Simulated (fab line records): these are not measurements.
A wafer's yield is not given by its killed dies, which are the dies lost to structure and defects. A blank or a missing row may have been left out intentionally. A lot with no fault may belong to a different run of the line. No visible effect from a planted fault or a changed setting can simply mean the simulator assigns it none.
A struck lot beside a sound one :: flow sky130 :: 15 out of 708 route steps
Sound: these wafers, L156.1, L156.3, L156.6. Struck: wafer L165.5 (L165.2, L165.3, from the same lot, were not struck and are left out); the cause is given at the end.
At each step with rows: each side's tool, then ch and its chambers, then its first start. Under that, the readings that differ: sound wafers :: struck wafers :: difference of the means :: sigmas: that difference in standard deviations of wafers without a fault.
alike: a reading whose means differ by less than 2 such deviations, as well as words and numbers matching on both sides. not compared: withheld readings; readings where some wafer has no value; bounds like >300 that might hide an equal value; numbers whose values overlap and for which the record gives no deviation.
The two part at a step that has a row with sigmas, a row that says differs or no value, or rows on one side only. Numbers that don't overlap but have no deviation are shown without sigmas and don't part them. Lack of a reading on every wafer of one side parts them only where that side has two or more wafers.

SKY_VIA2_ETCH_14: etches BARC in N2/H2, stops on SiO2, time 45.9 s, target depth 60 nm.
  sound on rie_diel-03 ch 0,1,3, day 37 15:13; struck on rie_diel-04 ch 3, day 40 08:02
  alike: bias_w, drypump_motor_current_A, oes_product_au, throttle_valve_pct
  not compared: rf_hours_counter_h
then, 5 steps without rows for these wafers: SKY_VIA2_ETCH_15 (etches SiO2 in C4F8/O2/Ar, stops on TiN, target depth 546 nm, time 84 s); SKY_VIA2_STRIP_16 (strips in O2/N2); SKY_VIA2_STRIP_17 (strips in post etch residue remover, time 1200 s); SKY_VIA2_CLEAN_18 (cleans in IPA, time 180 s); SKY_VIA2_CLEAN_19 (cleans in O3/DIW).
SKY_VIA2_SPUTTER_20: material TiN, target thk 20 nm, time 80 s.
  sound on pvd_sputter-01 at day 37 15:55; struck on pvd_sputter-03 at day 40 08:46
  alike: chamber_pressure_pa, throttle_valve_pct
SKY_VIA2_CVD_21: deposits W, target thk 420 nm, time 126.4 s.
  sound on cvd_w-02 ch 1, day 37 15:59; struck on cvd_w-02 ch 0, day 40 08:50
  alike: heater_power_outer_w, heater_power_w, susceptor_temp_C
SKY_VIA2_RS_MEAS_22: a four-point-probe measurement.
  sound on film_metro-03 at day 37 16:07; struck on film_metro-01 at day 40 08:59
reading: VIA2_W_RS (ohm/sq)
sound: 0.271 0.270 0.274
struck: 0.281
difference: +0.009
sigmas: +2
SKY_VIA2_THK_MEAS_23: measures by xrf.
  sound on film_metro-03 at day 37 16:14; struck on film_metro-01 at day 40 09:05
reading: VIA2_W_THK (nm)
sound: 445 446 436
struck: 419
difference: -23
sigmas: -3
then, 1 step without rows for these wafers: SKY_VIA2_CMP_24 (polishes, stops on SiO2, t overpolish 20 s, target thk 0 nm).
SKY_METAL3_SPUTTER_00: material Ti, target thk 15 nm, time 10 s.
  sound on pvd_sputter-04 at day 37 16:35; struck on pvd_sputter-04 at day 40 09:26
  alike: chamber_pressure_pa, throttle_valve_pct
SKY_METAL3_SPUTTER_01: material TiN, target thk 20 nm, time 16.7 s.
  sound on pvd_sputter-04 at day 37 16:37; struck on pvd_sputter-04 at day 40 09:28
reading: chamber_pressure_pa (Pa)
sound: 0.3994 0.4013 0.4000
struck: 0.4224
difference: +0.0222
sigmas: +29
  alike: throttle_valve_pct
SKY_METAL3_SPUTTER_02: material AlCu, target thk 735 nm, time 39.1 s.
  sound on pvd_sputter-04 at day 37 16:38; struck on pvd_sputter-04 at day 40 09:29
  alike: chamber_pressure_pa, throttle_valve_pct
-- the record jumps here: 9 days lie between the struck wafers' starts before and after (it left off in module METAL3 and takes up again in module PAD_OPEN, whose first step shown is number 708 of the route) --
SKY_PAD_OPEN_PROBE_99:
  sound on prober-02 at day 46 22:41; struck on prober-02 at day 48 23:11
reading: killed_at_M4_up
sound: 2 4 0
struck: 6
difference: +4
sigmas: +2

reading: sort_bin_3_pad_short (%)
sound: 0.4 2.0 0.4
struck: 2.0
difference: +1.1
sigmas: +3
  alike: defect_limited_yield, killed_at_M0_to_M3, killed_at_contacts, killed_at_front_end, killed_dies, killed_open, killed_short, sort_bin_5_function, sort_bin_6_memory, sort_n_pass, sort_yield_pct

== WHERE THEY PART ==
Earliest at SKY_VIA2_RS_MEAS_22; latest, in this record, at SKY_PAD_OPEN_PROBE_99.

WHY: the cause the simulator had injected
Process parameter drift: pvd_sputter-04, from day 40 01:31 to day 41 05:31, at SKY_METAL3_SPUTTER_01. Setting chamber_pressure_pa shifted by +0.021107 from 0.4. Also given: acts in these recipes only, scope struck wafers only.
